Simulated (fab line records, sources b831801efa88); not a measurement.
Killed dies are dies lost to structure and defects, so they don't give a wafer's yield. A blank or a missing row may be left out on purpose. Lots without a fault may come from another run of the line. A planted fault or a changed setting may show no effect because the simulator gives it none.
Which tool did it? | flow gf180mcu | 13 lots, 39 wafers sampled, at 2 steps of a route of 602

WHAT THE GAUGES READ, wafer by wafer
GF_V3_THK_MEAS_03.
lot  | measured     | on            | V3_CVD_02_THK (nm)
L325 | day 22 14:13 | film_metro-03 | 829 845 864
L327 | day 22 19:52 | film_metro-01 | 844 853 842
L328 | day 23 07:20 | film_metro-03 | 834 860 846
L330 | day 24 02:04 | film_metro-03 | 832 843 848
L331 | day 24 06:09 | film_metro-02 | 816 854 838
L333 | day 25 01:27 | film_metro-03 | 856 868 864
L334 | day 25 04:57 | film_metro-02 | 843 844 861
L336 | day 26 01:29 | film_metro-02 | 845 864 863
L338 | day 26 16:31 | film_metro-01 | 841 867 855
L343 | day 28 04:43 | film_metro-01 | 845 841 850
L344 | day 28 06:16 | film_metro-01 | 843 867 868
L345 | day 28 14:11 | film_metro-02 | 837 836 850
L346 | day 28 16:18 | film_metro-02 | 854 849 861

GF_V3_BOW_MEAS_05.
lot  | measured     | on            | V3_BOW (um)
L325 | day 22 14:35 | film_metro-02 | 111 115 113
L327 | day 22 20:14 | film_metro-02 | 127 122 123
L328 | day 23 07:43 | film_metro-01 | 126 113 117
L330 | day 24 02:26 | film_metro-03 | 129 130 129
L331 | day 24 06:35 | film_metro-03 | 136 122 124
L333 | day 25 01:49 | film_metro-03 | 118 111 103
L334 | day 25 05:19 | film_metro-01 | 119 112 124
L336 | day 26 01:52 | film_metro-02 | 120 121 119
L338 | day 26 16:53 | film_metro-03 | 122 117 119
L343 | day 28 05:05 | film_metro-01 | 107 91 108
L344 | day 28 06:38 | film_metro-01 | 112 103 103
L345 | day 28 14:33 | film_metro-02 | 122 122 115
L346 | day 28 16:40 | film_metro-03 | 122 104 124

WHICH TOOL RAN EACH LOT (tool, then ch and the chambers of the sampled wafers, then the start)
The record holds no process step before these readings.

WHAT THE TOOLS THEMSELVES READ (means of the sampled wafers that have a number; where no wafer has one, the mark that the record gives instead)
The record holds no such reading with a usual standard deviation.

THE ANSWER, worked out from the rows above alone
Rule: what is usual is taken from the lots themselves. Put in order of their means at a reading, lots are off if they are a third of the lots or fewer, leave a main group of 4 or more, and stand apart from it by a gap of 3 or more times the standard deviation of the main group's means; of several such gaps the widest counts. A main group whose means are all the same, to the digits that the tables above print for the reading, isn't used. A lot without any number at a reading at which 4 lots or more have one is off too. The other lots that the step has rows for count as sound. The gauges are gone through in route order, then the tools' own readings, and for those a lot's mean is taken as printed above. The first step at which some lot is off is used, and at that step the reading that is off furthest; a lot without a number counts as furthest.
No lot is off at any reading shown: from this, nothing can be told.

WHAT THE SIMULATOR HAD PUT IN
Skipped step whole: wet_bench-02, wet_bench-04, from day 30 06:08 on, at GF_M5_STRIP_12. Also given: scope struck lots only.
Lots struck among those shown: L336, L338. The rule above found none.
